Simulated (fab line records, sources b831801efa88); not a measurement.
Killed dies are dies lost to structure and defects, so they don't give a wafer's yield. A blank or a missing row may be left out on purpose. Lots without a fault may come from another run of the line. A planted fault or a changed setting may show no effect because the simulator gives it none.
A struck lot beside a sound one | flow sky130 | 22 steps out of a route of 708
Sound: wafers L422.1, L422.2, L422.3. Struck: wafers L425.3, L425.5. (L425.1 of the same lot was not struck and is left out.) The cause comes at the end.
At each step with rows: each side's tool, then ch and its chambers, then its first start. Under that, the readings that differ: sound wafers | struck wafers | difference of the means | sigmas: that difference in standard deviations of wafers without a fault.
alike: readings whose means differ by less than 2 such deviations, and words and numbers that are the same on both sides. not compared: withheld readings, readings that some wafer has no value for, bounds like >300 that may hide the same value, and numbers for which the record gives no deviation and whose values overlap.
The two part at a step that has a row with sigmas, a row that says differs or no value, or rows on one side only. Numbers that don't overlap but have no deviation are shown without sigmas and don't part them. A reading that every wafer of one side lacks parts them only if that side has two wafers or more.

first, 2 steps without rows for these wafers: SKY_METAL1_SPUTTER_00 (material Ti, target thk 15 nm, time 10 s); SKY_METAL1_SPUTTER_01 (material TiN, target thk 20 nm, time 16.7 s).
SKY_METAL1_SPUTTER_02: material AlCu, target thk 250 nm, time 13.3 s.
  sound on pvd_sputter-04, day 33 01:09; struck on pvd_sputter-04, day 34 00:50
  alike: chamber_pressure_pa, throttle_valve_pct
SKY_METAL1_SPUTTER_03: material Ti, target thk 5 nm, time 3.3 s.
  sound on pvd_sputter-04, day 33 01:10; struck on pvd_sputter-04, day 34 00:51
  alike: chamber_pressure_pa, throttle_valve_pct
SKY_METAL1_SPUTTER_04: material TiN, target thk 70 nm, time 58.3 s.
  sound on pvd_sputter-04, day 33 01:11; struck on pvd_sputter-04, day 34 00:52
  alike: chamber_pressure_pa, throttle_valve_pct
SKY_METAL1_RS_MEAS_05: measures by four-point-probe.
  sound on film_metro-01, day 33 01:14; struck on film_metro-04, day 34 00:55
  alike: METAL1_ALCU_RS
SKY_METAL1_THK_MEAS_06: measures by xrf.
  sound on film_metro-01, day 33 01:22; struck on film_metro-04, day 34 01:02
  alike: METAL1_ALCU_THK
then, 5 steps without rows for these wafers: SKY_METAL1_DEHYDRATE_07 (time 60 s); SKY_METAL1_HMDS_08 (prime time 60 s); SKY_METAL1_COAT_09 (resist thk 60 nm); SKY_METAL1_COAT_10 (resist thk 450 nm); SKY_METAL1_SOFTBAKE_11 (time 90 s).
SKY_METAL1_EXPOSE_12: exposes mask MM1, target cd 140 nm.
  sound on krf_scanner-01 ch 0, day 33 15:14; struck on krf_scanner-02 ch 0, day 34 14:29
  alike: mask
then, 2 steps without rows for these wafers: SKY_METAL1_PEB_13; SKY_METAL1_DEVELOP_14 (develop time 60 s).
SKY_METAL1_CD_MEAS_15: target cd 140 nm.
  sound on cd_sem-02, day 34 03:31; struck on cd_sem-01, day 35 03:51
  reading    | sound             | struck      | difference | sigmas
  cd_nm (nm) | 141.0 144.1 143.4 | 133.8 134.3 | -8.8       | -5
SKY_METAL1_OVL_MEAS_16:
  sound on overlay-02, day 34 03:38; struck on overlay-01, day 35 03:58
  alike: METAL1_OVL
SKY_METAL1_DESCUM_17: chemistry O2, time 8 s.
  sound on rie_metal-01 ch 0,1, day 34 03:40; struck on rie_metal-01 ch 0,1, day 35 04:01
  reading                 | sound             | struck      | difference | sigmas
  model.METAL1.cd_nm (nm) | 141.9 143.7 143.6 | 133.2 134.1 | -9.4       |
  alike: drypump_motor_current_A, oes_product_au
  not compared: rf_hours_counter_h
SKY_METAL1_ETCH_18: etches BARC in N2/H2, stops on SiO2, time 45.9 s, target depth 60 nm.
  sound on rie_metal-01 ch 0,1, day 34 03:42; struck on rie_metal-01 ch 0,1, day 35 04:02
  alike: drypump_motor_current_A, oes_product_au, throttle_valve_pct
  not compared: rf_hours_counter_h
SKY_METAL1_METAL_ETCH_19: etches the open film in Cl2/BCl3, stops on SiO2, target depth 360 nm, time 78 s.
  sound on rie_metal-01 ch 0,1, day 34 03:46; struck on rie_metal-01 ch 0,1, day 35 04:07
  reading                 | sound             | struck    | difference | sigmas
  model.METAL1.cd_nm (nm) | 142.1 142.5 145.5 | 133 137.9 | -8         |
  alike: drypump_motor_current_A, oes_product_au, throttle_valve_pct
  not compared: rf_hours_counter_h
SKY_METAL1_STRIP_20: strips in O2/N2.
  sound on plasma_asher-02 ch 0,1, day 34 03:51; struck on plasma_asher-02 ch 0, day 35 04:12
  alike: drypump_motor_current_A, oes_product_au, strip_time_to_endpoint_s
  not compared: rf_hours_counter_h
-- the record jumps here: 12 days lie between the struck wafers' starts before and after (it left off in module METAL1 and takes up again in module PAD_OPEN, whose first step shown is number 708 of the route) --
SKY_PAD_OPEN_PROBE_99:
  the record has rows for the struck wafers here (prober-01, day 47 13:25) and none for the sound ones

WHERE THEY PART
First at SKY_METAL1_CD_MEAS_15; last, within this record, at SKY_PAD_OPEN_PROBE_99.

WHY: what the simulator had put in
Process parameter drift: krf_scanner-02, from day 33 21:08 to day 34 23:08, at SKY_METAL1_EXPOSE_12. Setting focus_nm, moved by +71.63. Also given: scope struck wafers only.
